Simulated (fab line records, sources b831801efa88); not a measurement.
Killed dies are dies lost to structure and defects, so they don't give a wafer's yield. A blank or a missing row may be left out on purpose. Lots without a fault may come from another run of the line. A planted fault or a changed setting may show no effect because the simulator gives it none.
fab line records | flow gf180mcu
record lots=5 wafers=15 last_day=31
route steps=602 shown M5@534 V5@540 TOP_METAL@567
lots that met no fault: from a run of the same line without faults
start_h: hours from the record's first day to the start of the lot's first wafer shown | wait_h: hours since the lot's step before | " the same as in the row above | L1.1+2: a row that stands for several wafers | - no value, or no start given | * or withheld: withheld | < > ~ a bound
route shown NAME@n: a module of which the file shows steps, and the number in the route of the first | usual: mean/standard deviation of fault-free wafers | same: alike in all rows | chamber/n: place in a boat | sites: the reading at each site | _std_site: their standard deviation | _edge_site: outer sites' mean less inner sites' | radius_mm: how far each site lies from the wafer's centre | mask NAME#n: copy n | behind: the tool/chamber that last shaped the wafer | hold: why the lot was held/for how many hours/how that ended | device: the transistor (n, p or np) that didn't switch | end of line: the same wafers' tests at the end of the route | a step without rows: its recipe alone | killed: dies lost to structure and defects at the first sort, not the wafer's yield | map: a wafer's dies, x killed, . not, _ none there
set.NAME: the setting as run; set.NAME@STEP: as run at that earlier step | model.NAME: the simulator's own value behind a step, which no gauge read
lots at some steps of the route; a table a step, a row a wafer
services: from which hour (start_h, from the record's first day; less than 0 if before it) a tool's chamber was out of use, for how many hours, and why
## steps
# step GF_M5_OVL_MEAS_08
# usual M5_OVL=-1/5.3
# columns lot.wafer tool chamber start_h wait_h M5_OVL[nm]
L081.1 overlay-02 - 658.96 0.1 -4
L081.3 " - " " -3
L081.4 " - " " 2
L082.1 overlay-02 - 670.91 0.1 -1
L082.2 " - " " 5
L082.6 " - " " 7
L083.1 overlay-02 - 674.91 0.1 6
L083.3 " - " " 4
L083.4 " - " " 4
L084.1 overlay-02 - 681.56 0.1 0
L084.3 " - " " 3
L084.4 " - " " 1
L085.1 overlay-02 - 690.09 0.1 -5
L085.3 " - " " 0
L085.5 " - " " -8
# step GF_M5_ETCH_09
# recipe chemistry=CF4/O2 target=Si3N4 target_depth_nm=52 source_w=800 bias_w=150 pressure_mtorr=150 cf4_flow_sccm=80 O2_flow_sccm=10 time_s=11.6
# usual O2_flow_sccm=10.00/0.033 bias_w=150.0/0.4 drypump_motor_current_A=5.5/0.47 oes_product_au=1.000/0.0098 rf_fwd_power_W=783/4 throttle_valve_pct=5.970/0.0091
# columns lot.wafer tool chamber start_h wait_h O2_flow_sccm bias_w drypump_motor_current_A oes_product_au rf_fwd_power_W rf_hours_counter_h throttle_valve_pct
L081.1 rie_diel-04 0 658.99 0.0 10.02 150.2 6.1 0.998 785 10 5.972
L081.3 " 3 " " 10.00 150.7 5.5 1.002 786 0 5.979
L081.4 " 1 " " 9.97 150.2 5.3 1.022 789 28 5.967
L082.1 rie_diel-01 1 670.94 0.0 10.01 150.1 5.9 0.993 777 40 5.965
L082.2 " 3 " " 10.04 150.6 5.5 1.002 782 6 5.963
L082.6 " 0 " " 10.01 150.1 4.7 1.001 785 - 5.976
L083.1 rie_diel-01 2 674.95 0.0 10.02 149.7 5.9 1.006 779 2 5.965
L083.3 " 1 " " 10.06 150.0 5.9 0.978 777 40 5.947
L083.4 " 0 " " 9.95 149.8 4.8 0.988 783 18 5.969
L084.1 rie_diel-01 0 681.59 0.0 10.05 151.0 4.8 0.998 782 18 5.972
L084.3 " 1 " " 10.05 149.5 5.9 0.979 786 40 5.975
L084.4 " 3 " " 10.03 149.9 5.5 1.000 782 6 5.967
L085.1 rie_diel-03 1 690.13 0.0 9.99 149.6 5.4 0.989 780 14 5.961
L085.3 " 2 " " 10.00 150.3 4.6 0.989 786 4 5.966
L085.5 " 0 " " 9.93 150.1 6.1 1.011 789 - 5.975
# step GF_M5_METAL_ETCH_10
# recipe chemistry=Cl2/BCl3 mask_material=KrF target_depth_nm=750.8 stop_on=SiO2 pressure_mtorr=8 icp_w=800 bias_w=140 Cl2_flow_sccm=80 bcl3_flow_sccm=40 time_s=125.1
# usual bias_w=140.0/0.44 drypump_motor_current_A=5.98/0.17 oes_product_au=0.991/0.0056 rf_fwd_power_W=796.3/2.4 throttle_valve_pct=28.229/0.0097
# columns lot.wafer tool chamber start_h wait_h bias_w drypump_motor_current_A oes_product_au rf_fwd_power_W rf_hours_counter_h throttle_valve_pct
L081.1 rie_metal-03 1 659.02 0.0 140.0 6.07 0.988 795.5 1 28.237
L081.3 " 1 " " 140.5 6.06 0.995 797.1 - 28.216
L081.4 " 0 " " 140.4 5.72 0.986 795.4 - 28.236
L082.1 rie_metal-04 1 670.97 0.0 139.8 5.79 0.993 793.0 13 28.226
L082.2 " 0 " " 140.3 5.88 0.987 795.3 15 28.224
L082.6 " 0 " " 140.2 5.90 0.990 798.0 - 28.238
L083.1 rie_metal-03 1 674.97 0.0 140.1 6.08 0.984 797.2 2 28.237
L083.3 " 0 " " 140.5 5.76 0.988 796.4 - 28.231
L083.4 " 1 " " 139.9 6.05 0.995 797.1 - 28.239
L084.1 rie_metal-02 1 681.62 0.0 140.5 6.16 0.989 799.8 5 28.223
L084.3 " 1 " " 140.3 6.16 0.996 796.7 - 28.231
L084.4 " 0 " " 140.6 6.20 1.001 798.9 - 28.217
L085.1 rie_metal-02 1 690.15 0.0 139.4 6.17 0.993 798.8 6 28.231
L085.3 " 1 " " 139.1 6.17 0.989 795.1 - 28.208
L085.5 " 1 " " 139.1 6.19 0.990 794.9 - 28.243
# step GF_M5_STRIP_11
# recipe chemistry=O2/N2 power_w=1400 pressure_mtorr=1500 platen_temp_c=250 o2_flow_sccm=3000 n2_flow_sccm=300 overash_fraction=0.5
# usual drypump_motor_current_A=5.6/0.43 heater_power_w=310/34 oes_product_au=0.523/0.0051 platen_temp_c=249.98/0.18 strip_time_to_endpoint_s=7.04/0.056
# columns lot.wafer tool chamber start_h wait_h drypump_motor_current_A heater_power_w oes_product_au platen_temp_c rf_hours_counter_h strip_time_to_endpoint_s
L081.1 plasma_asher-04 0 659.15 0.1 5.3 379 0.526 250.21 105 7.02
L081.3 " 0 " " 5.3 368 0.516 250.19 - 6.97
L081.4 " 1 " " 6.3 278 0.519 249.69 - 7.01
L082.1 plasma_asher-03 0 671.10 0.1 4.8 279 0.530 249.76 91 7.05
L082.2 " 1 " " 5.3 326 0.522 249.92 91 7.04
L082.6 " 1 " " 5.3 331 0.519 250.01 - 7.03
L083.1 plasma_asher-02 1 675.10 0.1 5.7 324 0.521 249.79 52 7.08
L083.3 " 1 " " 5.7 323 0.519 250.08 - 7.06
L083.4 " 0 " " 5.7 271 0.519 250.02 - 7.05
L084.1 plasma_asher-04 1 681.75 0.1 6.3 289 0.518 250.44 108 6.96
L084.3 " 1 " " 6.3 278 0.520 250.18 - 7.03
L084.4 " 0 " " 5.3 367 0.515 249.78 - 6.91
L085.1 plasma_asher-04 0 690.28 0.1 5.3 368 0.522 249.85 109 7.04
L085.3 " 1 " " 6.3 291 0.513 249.81 - 7.01
L085.5 " 0 " " 5.3 361 0.526 250.11 - 7.02
# step GF_M5_STRIP_12
# recipe chemistry=post_etch_residue_remover time_s=1200 temp_c=72.5
# columns lot.wafer tool chamber start_h wait_h
L081.1+3+4 wet_bench-02 2 659.25 0.1
L082.1+2+6 wet_bench-02 3 671.20 0.1
L083.1+3+4 wet_bench-01 1 675.20 0.1
L084.1+3+4 wet_bench-03 1 681.85 0.1
L085.1+3+5 wet_bench-03 0 690.38 0.1
# step GF_M5_CLEAN_13
# recipe chemistry=DIW dry=n2_spin
# columns lot.wafer tool chamber start_h wait_h
L081.1+3+4 wet_bench-03 1 659.59 0.0
L082.1+2+6 wet_bench-01 0 671.57 0.0
L083.1+3+4 wet_bench-02 2 675.54 0.0
L084.1+3+4 wet_bench-03 0 682.19 0.0
L085.1+3+5 wet_bench-03 0 691.07 0.0
# step GF_V5_CVD_00
# recipe material=SiO2 target_thk_nm=300 sigma_open_frac=0.3 temp_c=400 time_s=50 sih4_flow_sccm=60 pressure_mtorr=6
# columns lot.wafer tool chamber start_h wait_h
L081.1+3+4 hdpcvd-02 1,2,1 659.68 0.0
L082.1+2+6 hdpcvd-02 1,2,0 671.66 0.0
L083.1+3+4 hdpcvd-01 2,1,2 675.64 0.0
L084.1+3+4 hdpcvd-02 0,1,0 682.28 0.0
L085.1+3+5 hdpcvd-02 1,2,2 691.25 0.0
# step GF_V5_THK_MEAS_01
# recipe reads=SiO2_of_V5_CVD_00
# usual V5_CVD_00_THK=300.2/2.8
# columns lot.wafer tool chamber start_h wait_h V5_CVD_00_THK[nm]
L081.1 film_metro-01 - 659.72 0.0 302.7
L081.3 " - " " 302.5
L081.4 " - " " 303.2
L082.1 film_metro-04 - 671.71 0.0 296.7
L082.2 " - " " 301.1
L082.6 " - " " 298.6
L083.1 film_metro-01 - 675.68 0.0 301.5
L083.3 " - " " 303.0
L083.4 " - " " 302.6
L084.1 film_metro-02 - 682.32 0.0 302.3
L084.3 " - " " 300.0
L084.4 " - " " 301.0
L085.1 film_metro-02 - 691.29 0.0 294.1
L085.3 " - " " 300.2
L085.5 " - " " 296.0
# step GF_V5_CVD_02
# recipe material=SiO2 target_thk_nm=1450 precursor=TEOS temp_c=400 time_s=163.28 rf_w=600
# usual heater_power_outer_w=398/76 heater_power_w=665/110 rf_fwd_power_W=597.8/1.8
# columns lot.wafer tool chamber start_h wait_h heater_power_outer_w heater_power_w rf_fwd_power_W
L081.1 pecvd-02 0 659.78 0.1 351 633 596.1
L081.3 " 2 " " 325 572 599.1
L081.4 " 2 " " 404 665 598.1
L082.1 pecvd-01 2 671.77 0.1 513 819 598.3
L082.2 " 1 " " 349 584 594.6
L082.6 " 2 " " 414 704 598.9
L083.1 pecvd-01 0 675.74 0.1 401 718 596.8
L083.3 " 2 " " 524 840 594.8
L083.4 " 0 " " 464 812 595.8
L084.1 pecvd-03 1 682.38 0.1 489 749 597.5
L084.3 " 0 " " 341 524 599.0
L084.4 " 2 " " 317 569 600.7
L085.1 pecvd-01 1 691.35 0.1 389 613 597.6
L085.3 " 0 " " 423 740 595.0
L085.5 " 1 " " 282 486 599.7
# step GF_V5_THK_MEAS_03
# recipe reads=SiO2_of_V5_CVD_02
# usual V5_CVD_02_THK=1450/19
# columns lot.wafer tool chamber start_h wait_h V5_CVD_02_THK[nm]
L081.1 film_metro-01 - 659.89 0.1 1459
L081.3 " - " " 1461
L081.4 " - " " 1477
L082.1 film_metro-02 - 671.87 0.1 1443
L082.2 " - " " 1420
L082.6 " - " " 1472
L083.1 film_metro-01 - 675.85 0.1 1440
L083.3 " - " " 1442
L083.4 " - " " 1469
L084.1 film_metro-01 - 682.49 0.1 1431
L084.3 " - " " 1441
L084.4 " - " " 1454
L085.1 film_metro-02 - 691.46 0.1 1416
L085.3 " - " " 1437
L085.5 " - " " 1450
# step GF_V5_CMP_04
# recipe material=SiO2 down_force_psi=4 platen_rpm=60 pad_velocity_m_s=0.94248
# usual motor_current_A=11.9/1.3 slurry_flow_ml_min=150.0/0.49
# columns lot.wafer tool chamber start_h wait_h motor_current_A slurry_flow_ml_min
L081.1 cmp-02 3 659.95 0.1 12.7 150.1
L081.4 " 1 " " 12.9 149.4
L081.3 " 2 " " 11.6 150.0
L082.1 cmp-01 2 671.93 0.1 10.9 150.0
L082.2 " 3 " " 12.4 150.5
L082.6 " 2 " " 10.9 149.8
L083.4 cmp-01 3 675.96 0.1 12.4 149.8
L083.3 " 0 " " 12.1 149.8
L083.1 " 1 " " 9.4 149.6
L084.4 cmp-01 2 682.60 0.1 10.9 149.8
L084.1 " 3 " " 12.2 149.4
L084.3 " 0 " " 12.8 150.2
L085.1 cmp-02 3 691.52 0.1 12.5 151.0
L085.3 " 2 " " 11.7 149.1
L085.5 " 0 " " 13.4 149.0
# step GF_V5_BOW_MEAS_05
# recipe mode=bow
# usual V5_BOW=137/9.8
# columns lot.wafer tool chamber start_h wait_h V5_BOW[um]
L081.1 film_metro-04 - 660.25 0.2 156
L081.3 " - " " 155
L081.4 " - " " 143
L082.1 film_metro-01 - 672.23 0.2 133
L082.2 " - " " 137
L082.6 " - " " 138
L083.1 film_metro-02 - 676.21 0.1 135
L083.3 " - " " 147
L083.4 " - " " 141
L084.1 film_metro-02 - 682.90 0.2 133
L084.3 " - " " 124
L084.4 " - " " 122
L085.1 film_metro-01 - 691.82 0.2 108
L085.3 " - " " 123
L085.5 " - " " 119
# step GF_V5_DEHYDRATE_06
# recipe temp_c=200 time_s=60
# columns lot.wafer tool chamber start_h wait_h
L081.1+3+4 litho_track-02 0 669.80 9.5
L082.1+2+6 litho_track-02 0 681.35 9.1
L083.1+3+4 litho_track-03 0 685.04 8.8
L084.1+3+4 litho_track-03 0 691.89 9.0
L085.1+3+5 litho_track-03 0 700.49 8.6
# step GF_V5_HMDS_07
# recipe prime_time_s=60 prime_temp_c=120
# columns lot.wafer tool chamber start_h wait_h
L081.1+3+4 litho_track-02 0 669.95 0.1
L082.1+2+6 litho_track-02 0 681.50 0.1
L083.1+3+4 litho_track-03 0 685.19 0.1
L084.1+3+4 litho_track-03 0 692.04 0.1
L085.1+3+5 litho_track-03 0 700.64 0.1
# step GF_V5_COAT_08
# recipe resist=BARC temp_c=withheld time_s=withheld spin_rpm=withheld resist_thk_nm=withheld
# columns lot.wafer tool chamber start_h wait_h
L081.1+3+4 litho_track-02 0 670.10 0.1
L082.1+2+6 litho_track-02 0 681.65 0.1
L083.1+3+4 litho_track-03 0 685.34 0.1
L084.1+3+4 litho_track-03 0 692.19 0.1
L085.1+3+5 litho_track-03 0 700.79 0.1
# step GF_V5_COAT_09
# recipe resist=KrF spin_rpm=withheld resist_thk_nm=1000
# columns lot.wafer tool chamber start_h wait_h
L081.1+3+4 litho_track-02 0 - -
L082.1+2+6 litho_track-02 0 - -
L083.1+3+4 litho_track-03 0 - -
L084.1+3+4 litho_track-03 0 - -
L085.1+3+5 litho_track-03 0 - -
# step GF_V5_SOFTBAKE_10
# recipe temp_c=130 time_s=60 resist=KrF
# columns lot.wafer tool chamber start_h wait_h
L081.1+3+4 litho_track-02 0 - -
L082.1+2+6 litho_track-02 0 - -
L083.1+3+4 litho_track-03 0 - -
L084.1+3+4 litho_track-03 0 - -
L085.1+3+5 litho_track-03 0 - -
# step GF_V5_EXPOSE_11
# recipe mask_id=Via5 target_cd_nm=260 na=0.68 source_shape=conventional sigma_outer=0.6 dose_mj=38
# usual stage_vel_mm_s=500.02/0.28
# columns lot.wafer tool chamber start_h wait_h mask stage_vel_mm_s
L081.1 krf_scanner-02 0 - - Via5#0 500.74
L081.3 " 0 " " Via5#0 500.17
L081.4 " 0 " " Via5#0 499.99
L082.1 krf_scanner-01 0 - - Via5#0 500.14
L082.2 " 0 " " Via5#0 500.33
L082.6 " 0 " " Via5#0 500.48
L083.1 krf_scanner-01 0 - - Via5#0 500.03
L083.3 " 0 " " Via5#0 499.63
L083.4 " 0 " " Via5#0 500.03
L084.1 krf_scanner-02 0 - - Via5#0 500.18
L084.3 " 0 " " Via5#0 500.14
L084.4 " 0 " " Via5#0 500.09
L085.1 krf_scanner-01 0 - - Via5#0 499.88
L085.3 " 0 " " Via5#0 500.04
L085.5 " 0 " " Via5#0 499.98
# step GF_V5_PEB_12
# recipe peb_temp_c=135 peb_time_s=90 resist=KrF
# columns lot.wafer tool chamber start_h wait_h
L081.1+3+4 litho_track-02 0 - -
L082.1+2+6 litho_track-03 0 - -
L083.1+3+4 litho_track-02 0 - -
L084.1+3+4 litho_track-02 0 - -
L085.1+3+5 litho_track-02 0 - -
# step GF_V5_DEVELOP_13
# recipe develop_time_s=60 resist=KrF dev_temp_c=21
# usual developer_temp_C=21.02/0.11
# columns lot.wafer tool chamber start_h wait_h developer_temp_C
L081.1 litho_track-02 0 679.55 0.2 21.18
L081.3 " 0 " " 21.08
L081.4 " 0 " " 20.96
L082.1 litho_track-03 0 691.14 0.2 21.22
L082.2 " 0 " " 20.95
L082.6 " 0 " " 21.03
L083.1 litho_track-02 0 694.95 0.2 20.80
L083.3 " 0 " " 21.04
L083.4 " 0 " " 20.94
L084.1 litho_track-02 0 701.90 0.2 21.05
L084.3 " 0 " " 21.09
L084.4 " 0 " " 20.99
L085.1 litho_track-02 0 710.45 0.2 21.01
L085.3 " 0 " " 20.92
L085.5 " 0 " " 20.80
# step GF_V5_CD_MEAS_14
# recipe target_cd_nm=260
# usual cd_nm=260.0/1.1
# columns lot.wafer tool chamber start_h wait_h cd_nm
L081.1 cd_sem-01 - 679.70 0.1 260.8
L081.3 " - " " 261.2
L081.4 " - " " 259.5
L082.1 cd_sem-02 - 691.29 0.1 260.0
L082.2 " - " " 259.7
L082.6 " - " " 258.9
L083.1 cd_sem-01 - 695.10 0.1 259.8
L083.3 " - " " 260.6
L083.4 " - " " 259.8
L084.1 cd_sem-01 - 702.05 0.1 260.9
L084.3 " - " " 261.5
L084.4 " - " " 261.7
L085.1 cd_sem-02 - 710.60 0.1 260.8
L085.3 " - " " 259.3
L085.5 " - " " 260.0
# step GF_V5_OVL_MEAS_15
# usual V5_OVL=-2/5.6
# columns lot.wafer tool chamber start_h wait_h V5_OVL[nm]
L081.1 overlay-02 - 679.82 0.1 2
L081.3 " - " " -4
L081.4 " - " " 4
L082.1 overlay-02 - 691.41 0.1 9
L082.2 " - " " -4
L082.6 " - " " 1
L083.1 overlay-02 - 695.22 0.1 -11
L083.3 " - " " -8
L083.4 " - " " -6
L084.1 overlay-02 - 702.17 0.1 -4
L084.3 " - " " -7
L084.4 " - " " 10
L085.1 overlay-01 - 710.72 0.1 5
L085.3 " - " " 9
L085.5 " - " " -2
# step GF_V5_ETCH_16
# recipe chemistry=N2/H2 target_depth_a=withheld overetch_a=withheld time_s=withheld target=BARC ion_energy_ev=200 source_w=500 bias_w=100 pressure_mtorr=30 n2_flow_sccm=100 h2_flow_sccm=200
# usual bias_w=100.0/0.3 drypump_motor_current_A=5.5/0.44 oes_product_au=0.856/0.0052 rf_fwd_power_W=493.9/2.3 throttle_valve_pct=13.225/0.0097
# columns lot.wafer tool chamber start_h wait_h bias_w drypump_motor_current_A oes_product_au rf_fwd_power_W throttle_valve_pct
L081.1 rie_diel-03 3 679.86 0.0 99.9 5.4 0.860 490.5 13.220
L081.3 " 2 " " 100.3 4.6 0.855 495.7 13.219
L081.4 " 2 " " 100.2 4.6 0.855 495.7 13.218
L082.1 rie_diel-02 3 691.44 0.0 99.9 4.6 0.852 495.5 13.233
L082.2 " 1 " " 100.1 5.9 0.854 490.8 13.219
L082.6 " 2 " " 100.4 5.7 0.852 497.9 13.232
L083.1 rie_diel-04 2 695.26 0.0 100.1 5.8 0.845 495.8 13.228
L083.3 " 1 " " 100.4 5.3 0.856 495.0 13.244
L083.4 " 3 " " 99.7 5.6 0.852 494.9 13.227
L084.1 rie_diel-04 0 702.21 0.0 100.4 6.2 0.848 495.7 13.223
L084.3 " 3 " " 99.6 5.6 0.854 494.5 13.211
L084.4 " 2 " " 100.4 5.8 0.855 492.7 13.222
L085.1 rie_diel-04 0 710.76 0.0 99.8 6.2 0.852 494.5 13.219
L085.3 " 3 " " 100.2 5.6 0.854 493.2 13.231
L085.5 " 1 " " 99.9 5.3 0.853 495.5 13.220
# step GF_V5_ETCH_17
# recipe chemistry=C4F8/O2/Ar mask_material=KrF target=SiO2 stop_on=TiN source_w=1500 bias_w=1200 pressure_mtorr=40 c4f8_flow_sccm=withheld O2_flow_sccm=6 Ar_flow_sccm=300 time_s=withheld target_depth_a=8550
# usual bias_w=1200/3.5 oes_product_au=0.860/0.004 rf_fwd_power_W=1493/4.9
# columns lot.wafer tool chamber start_h wait_h bias_w oes_product_au rf_fwd_power_W
L081.1 rie_diel-03 3 - - 1198 0.854 1494
L081.3 " 2 " " 1201 0.860 1493
L081.4 " 2 " " 1201 0.863 1495
L082.1 rie_diel-02 3 - - 1195 0.859 1493
L082.2 " 1 " " 1205 0.859 1485
L082.6 " 2 " " 1197 0.852 1494
L083.1 rie_diel-04 2 - - 1196 0.860 1495
L083.3 " 1 " " 1200 0.858 1492
L083.4 " 3 " " 1202 0.861 1494
L084.1 rie_diel-04 0 - - 1203 0.856 1496
L084.3 " 3 " " 1203 0.861 1500
L084.4 " 2 " " 1196 0.859 1485
L085.1 rie_diel-04 0 - - 1203 0.858 1489
L085.3 " 3 " " 1193 0.856 1496
L085.5 " 1 " " 1198 0.852 1494
# step GF_V5_STRIP_18
# recipe chemistry=O2/N2 power_w=1400 pressure_mtorr=1500 platen_temp_c=250 o2_flow_sccm=3000 n2_flow_sccm=300 overash_fraction=0.5
# usual drypump_motor_current_A=5.60/0.24 heater_power_w=323/35 oes_product_au=0.569/0.0047 platen_temp_c=249.96/0.16
# columns lot.wafer tool chamber start_h wait_h drypump_motor_current_A heater_power_w oes_product_au platen_temp_c rf_hours_counter_h
L081.1 plasma_asher-02 0 680.01 - 5.70 275 0.573 250.12 52
L081.3 " 1 " " 5.67 320 0.573 249.93 -
L081.4 " 0 " " 5.70 281 0.571 250.03 -
L082.1 plasma_asher-02 0 691.60 - 5.71 276 0.564 250.04 53
L082.2 " 1 " " 5.70 319 0.570 250.43 53
L082.6 " 1 " " 5.67 323 0.567 250.00 -
L083.1 plasma_asher-01 1 695.41 - 5.74 370 0.564 250.06 30
L083.3 " 0 " " 5.57 358 0.567 249.97 -
L083.4 " 1 " " 5.75 368 0.566 250.01 -
L084.1 plasma_asher-03 0 702.36 - 4.77 282 0.566 249.88 94
L084.3 " 0 " " 4.76 281 0.567 250.06 -
L084.4 " 1 " " 5.33 322 0.563 249.51 -
L085.1 plasma_asher-02 0 710.91 - 5.71 276 0.567 250.00 55
L085.3 " 1 " " 5.69 321 0.571 250.06 -
L085.5 " 0 " " 5.71 272 0.566 249.87 -
# step GF_V5_STRIP_19
# recipe chemistry=post_etch_residue_remover time_s=1200 temp_c=72.5
# columns lot.wafer tool chamber start_h wait_h
L081.1+3+4 wet_bench-01 3 680.11 0.1
L082.1+2+6 wet_bench-03 3 691.70 0.1
L083.1+3+4 wet_bench-01 2 695.51 0.1
L084.1+3+4 wet_bench-04 3 702.46 0.1
L085.1+3+5 wet_bench-01 0 711.01 0.1
# step GF_V5_CLEAN_20
# recipe chemistry=DIW dry=n2_spin
# columns lot.wafer tool chamber start_h wait_h
L081.1+3+4 wet_bench-04 0 680.45 0.0
L082.1+2+6 wet_bench-04 2 692.38 0.0
L083.1+3+4 wet_bench-01 1 695.85 0.0
L084.1+3+4 wet_bench-03 2 703.21 0.0
L085.1+3+5 wet_bench-01 0 711.39 0.0
# step GF_V5_SPUTTER_21
# recipe material=Ti target_thk_nm=15 chamber_pressure_pa=5 power_w=2500 substrate_temp_c=200 time_s=80.02
# usual substrate_temp_c=199.98/0.17 throttle_valve_pct=30.4/1
# columns lot.wafer tool chamber start_h wait_h substrate_temp_c throttle_valve_pct
L081.1 pvd_sputter-04 - 680.55 0.0 199.89 28.2
L081.3 " - " " 199.96 30.6
L081.4 " - " " 200.06 28.5
L082.1 pvd_sputter-04 - 692.58 0.0 200.26 30.7
L082.2 " - " " 199.87 28.2
L082.6 " - " " 199.79 31.2
L083.1 pvd_sputter-02 - 695.95 0.0 200.05 31.4
L083.3 " - " " 200.36 30.2
L083.4 " - " " 199.89 29.8
L084.1 pvd_sputter-01 - 703.30 0.0 199.97 30.5
L084.3 " - " " 199.89 29.7
L084.4 " - " " 200.23 32.2
L085.1 pvd_sputter-01 - 711.49 0.0 199.97 29.9
L085.3 " - " " 200.09 31.2
L085.5 " - " " 200.03 29.8
# step GF_V5_SPUTTER_22
# recipe material=TiN target_thk_nm=10 chamber_pressure_pa=5 power_w=4000 time_s=40
# usual throttle_valve_pct=30.4/1
# columns lot.wafer tool chamber start_h wait_h throttle_valve_pct
L081.1 pvd_sputter-04 - 680.61 0.0 28.5
L081.3 " - " " 30.6
L081.4 " - " " 28.5
L082.1 pvd_sputter-04 - 692.64 0.0 30.8
L082.2 " - " " 28.2
L082.6 " - " " 30.7
L083.1 pvd_sputter-02 - 696.01 0.0 31.2
L083.3 " - " " 30.4
L083.4 " - " " 30.0
L084.1 pvd_sputter-01 - 703.36 0.0 30.2
L084.3 " - " " 29.9
L084.4 " - " " 32.3
L085.1 pvd_sputter-01 - 711.55 0.0 30.0
L085.3 " - " " 31.0
L085.5 " - " " 29.9
# step GF_V5_CVD_23
# recipe material=W target_thk_nm=350 time_s=104.9 temp_c=400 pressure_torr=40
# usual heater_power_outer_w=594/66 heater_power_w=923/72
# columns lot.wafer tool chamber start_h wait_h heater_power_outer_w heater_power_w
L081.1 cvd_w-02 0 680.65 0.0 481 813
L081.3 " 1 " " 545 895
L081.4 " 0 " " 503 756
L082.1 cvd_w-02 0 692.68 0.0 488 769
L082.2 " 1 " " 551 886
L082.6 " 1 " " 559 916
L083.1 cvd_w-01 0 696.05 0.0 664 1008
L083.3 " 0 " " 676 985
L083.4 " 1 " " 596 939
L084.1 cvd_w-01 0 703.40 0.0 667 973
L084.3 " 0 " " 672 963
L084.4 " 1 " " 605 973
L085.1 cvd_w-02 0 711.59 0.0 475 796
L085.3 " 0 " " 497 803
L085.5 " 1 " " 542 896
# step GF_V5_RS_MEAS_24
# recipe thk_meas_gauge=four-point-probe reads=W_of_V5_CVD_23+TiN_of_V5_SPUTTER_22+Ti_of_V5_SPUTTER_21
# usual V5_W_RS=0.329/0.0041
# columns lot.wafer tool chamber start_h wait_h V5_W_RS[ohm/sq]
L081.1 film_metro-02 - 680.76 0.1 0.326
L081.3 " - " " 0.326
L081.4 " - " " 0.329
L082.1 film_metro-01 - 692.79 0.1 0.323
L082.2 " - " " 0.321
L082.6 " - " " 0.320
L083.1 film_metro-04 - 696.16 0.1 0.330
L083.3 " - " " 0.328
L083.4 " - " " 0.335
L084.1 film_metro-02 - 703.51 0.1 0.325
L084.3 " - " " 0.323
L084.4 " - " " 0.332
L085.1 film_metro-02 - 711.70 0.1 0.326
L085.3 " - " " 0.323
L085.5 " - " " 0.321
# step GF_V5_THK_MEAS_25
# recipe thk_meas_gauge=xrf reads=W_of_V5_CVD_23
# usual V5_W_THK=354/4.8
# columns lot.wafer tool chamber start_h wait_h V5_W_THK[nm]
L081.1 film_metro-02 - 680.88 0.1 363
L081.3 " - " " 362
L081.4 " - " " 357
L082.1 film_metro-01 - 692.91 0.1 358
L082.2 " - " " 362
L082.6 " - " " 362
L083.1 film_metro-04 - 696.28 0.1 357
L083.3 " - " " 359
L083.4 " - " " 352
L084.1 film_metro-02 - 703.63 0.1 361
L084.3 " - " " 363
L084.4 " - " " 353
L085.1 film_metro-02 - 711.82 0.1 360
L085.3 " - " " 362
L085.5 " - " " 363
# step GF_V5_CMP_26
# recipe stop_on=SiO2 down_force_psi=3.5 platen_rpm=60 t_overpolish_s=15 target_thk_nm=0 pad_velocity_m_s=0.94248
# usual motor_current_A=10.7/1.3 overpolish_run_s=14.999/0.0081 slurry_flow_ml_min=149.9/0.47 time_to_endpoint_s=83/3.2
# columns lot.wafer tool chamber start_h wait_h motor_current_A overpolish_run_s slurry_flow_ml_min time_to_endpoint_s
L081.3 cmp-02 1 680.94 0.0 11.5 15.006 149.7 85
L081.4 " 2 " " 10.7 14.993 149.8 87
L081.1 " 3 " " 11.7 14.987 149.1 84
L082.2 cmp-01 3 692.97 0.0 11.1 15.001 149.7 80
L082.1 " 0 " " 12.0 15.001 149.6 87
L082.6 " 3 " " 11.1 14.999 149.5 81
L083.3 cmp-01 0 696.34 0.0 11.7 14.993 150.3 87
L083.1 " 1 " " 8.8 15.009 150.2 81
L083.4 " 2 " " 10.2 15.009 149.6 80
L084.4 cmp-01 1 703.69 0.0 8.7 15.002 150.0 78
L084.3 " 2 " " 10.0 14.995 150.8 81
L084.1 " 0 " " 11.9 15.004 150.2 83
L085.3 cmp-01 1 711.93 0.1 8.7 15.016 149.8 80
L085.1 " 2 " " 9.8 14.990 150.5 81
L085.5 " 1 " " 8.6 14.997 149.9 82
# step GF_TOP_METAL_SPUTTER_00
# recipe material=Ti target_thk_nm=37.5 arriving_ion_energy_ev=80 substrate_temp_c=200 chamber_pressure_pa=2 power_w=4000 time_s=150
# usual substrate_temp_c=200.00/0.18 throttle_valve_pct=30.3/1.2
# columns lot.wafer tool chamber start_h wait_h substrate_temp_c throttle_valve_pct
L081.1 pvd_sputter-03 - 681.24 0.1 199.88 30.0
L081.3 " - " " 200.14 28.5
L081.4 " - " " 200.17 29.1
L082.1 pvd_sputter-01 - 693.27 0.2 199.80 31.2
L082.2 " - " " 199.81 32.3
L082.6 " - " " 199.92 29.9
L083.1 pvd_sputter-04 - 696.64 0.2 200.35 30.6
L083.3 " - " " 199.80 28.4
L083.4 " - " " 199.97 28.6
L084.1 pvd_sputter-04 - 703.99 0.1 200.18 28.0
L084.3 " - " " 200.36 31.0
L084.4 " - " " 200.09 28.5
L085.1 pvd_sputter-04 - 712.18 0.1 200.29 28.2
L085.3 " - " " 199.85 30.7
L085.5 " - " " 200.04 28.6
## services
# columns tool chamber start_h hours kind
krf_scanner-02 - 635.88 0.8 pm
rie_metal-02 - 639.55 0.5 repair
krf_scanner-01 - 645.42 1.3 pm
plasma_asher-04 - 645.68 13.1 repair
plasma_asher-02 - 646.23 7.5 repair
rie_diel-02 2 655.63 7.7 repair
plasma_asher-04 - 657.25 1.2 repair
rie_diel-03 - 660.75 14.6 pm
rie_diel-04 2 661.98 2.4 repair
wet_bench-02 - 663.63 2.7 repair
hdpcvd-02 - 668.93 0.6 repair
cvd_w-01 - 673.22 2.1 repair
krf_scanner-02 - 674.75 1.3 pm
rie_diel-03 0 679.64 2.5 repair
rie_diel-03 3 680.07 2.6 repair
wet_bench-02 - 681.41 1.9 pm
cmp-02 - 681.99 4.3 repair
cmp-02 - 686.49 2.2 repair
cmp-01 - 688.72 3.1 pm
rie_diel-01 2 693.31 18.9 repair
wet_bench-04 - 694.03 2.1 repair
wet_bench-01 - 702.40 1.9 pm
rie_diel-03 0 709.09 2.1 repair
cmp-02 - 710.60 1.7 repair
## key
fault none
